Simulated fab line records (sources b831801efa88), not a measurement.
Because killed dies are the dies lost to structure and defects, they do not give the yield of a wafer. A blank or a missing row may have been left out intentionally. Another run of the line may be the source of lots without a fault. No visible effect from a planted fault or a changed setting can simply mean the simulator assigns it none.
The tool behind it: which one?	flow gf180mcu	Sampling: 14 lots, 42 wafers, 2 of 602 route steps

## WHAT THE GAUGES READ, wafer by wafer
GF_M1_RS_MEAS_05: the measuring method here is four-point-probe.
lot	measured	on	M1_ALCU_RS (ohm/sq)
L295	day 15 23:08	filmMetro-04	0.0695 0.0698 0.0698
L296	day 16 14:59	filmMetro-02	0.0697 0.0692 0.0688
L297	day 16 23:40	filmMetro-03	0.0692 0.0695 0.0692
L299	day 17 14:08	filmMetro-04	0.0699 0.0699 0.0699
L300	day 18 00:13	filmMetro-04	0.0696 0.0696 0.0693
L301	day 18 09:36	filmMetro-04	0.0692 0.0698 0.0700
L302	day 18 21:24	filmMetro-03	0.0682 0.0694 0.0683
L305	day 20 05:26	filmMetro-03	0.0691 0.0693 0.0690
L308	day 21 05:47	filmMetro-03	0.0679 0.0683 0.0684
L310	day 21 18:59	filmMetro-03	0.0696 0.0702 0.0695
L311	day 22 01:47	filmMetro-03	0.0691 0.0692 0.0701
L314	day 23 01:14	filmMetro-04	0.0356 0.0355 0.0356 0.0357 0.0356 0.0355
L315	day 23 07:08	filmMetro-03	0.0688 0.0691 0.0684
L316	day 23 17:47	filmMetro-04	0.0358 0.0360 0.0358 0.0359 0.0361 0.0358

## TOOL THAT RAN EACH LOT (tool first, then ch and the chambers of the sampled wafers, then the start)
lot	GF_M1_SPUTTER_02
L295	pvdSputter-03, day 15 22:59
L296	pvdSputter-03, day 16 14:52
L297	pvdSputter-01, day 16 23:33
L299	pvdSputter-02, day 17 14:02
L300	pvdSputter-02, day 18 00:08
L301	pvdSputter-02, day 18 09:31
L302	pvdSputter-02, day 18 21:17
L305	pvdSputter-02, day 20 05:20
L308	pvdSputter-02, day 21 05:42
L310	pvdSputter-02, day 21 18:52
L311	pvdSputter-02, day 22 01:41
L314	pvdSputter-02, day 23 01:07
L315	pvdSputter-03, day 23 07:02
L316	pvdSputter-02, day 23 17:41
- GF_M1_SPUTTER_02: material AlCu, target thk 450 nm, time 23.9 s.

## WHAT THE TOOLS THEMSELVES READ (means of the sampled wafers that have a number; where no wafer has one, the mark that the record gives instead)
GF_M1_SPUTTER_02.
lot	tool	throttleValvePct (%)
L295	pvdSputter-03	29.6
L296	pvdSputter-03	29.9
L297	pvdSputter-01	30.1
L299	pvdSputter-02	30.1
L300	pvdSputter-02	30.0
L301	pvdSputter-02	30.4
L302	pvdSputter-02	30.3
L305	pvdSputter-02	29.8
L308	pvdSputter-02	30.4
L310	pvdSputter-02	29.9
L311	pvdSputter-02	30.0
L314	pvdSputter-02	30.2
L315	pvdSputter-03	29.8
L316	pvdSputter-02	30.4

## THE ANSWER, worked out from the rows above alone
Rule: usual is defined by the lots themselves. The widest of any qualifying gaps counts: lots, ordered by their means at a reading, are off when they make up no more than a third of the lots, leave a main group of 4 or more, and stand apart from it by 3 or more times the standard deviation of that group's means. The tables above print the reading to a certain number of digits; a main group whose means all agree to those digits is not used. Also off: a lot with no number at a reading for which 4 or more lots have one. All remaining lots with rows at the step are treated as sound. After the gauges, taken in route order, come the tools' own readings; for these a lot's mean is taken, as printed above. At the first step where some lot is off, the reading lying furthest off is the one used; lots without a number count as furthest.
Off: at GF_M1_RS_MEAS_05 (M1_ALCU_RS), L314, L316. For the main group the mean is 0.0693 ohm/sq and the standard deviation 0.00049.
If a tool, at a process step before that reading, ran all the lots that are off and no sound lot after the first of them, it fits. Gauges at GF_M1_RS_MEAS_05: tried the same way as those tools. 2 tools fit, pvdSputter-02 at GF_M1_SPUTTER_02 and filmMetro-04 at GF_M1_RS_MEAS_05, so this cannot tell which one it is.

## WHAT WAS PUT IN BY THE SIMULATOR
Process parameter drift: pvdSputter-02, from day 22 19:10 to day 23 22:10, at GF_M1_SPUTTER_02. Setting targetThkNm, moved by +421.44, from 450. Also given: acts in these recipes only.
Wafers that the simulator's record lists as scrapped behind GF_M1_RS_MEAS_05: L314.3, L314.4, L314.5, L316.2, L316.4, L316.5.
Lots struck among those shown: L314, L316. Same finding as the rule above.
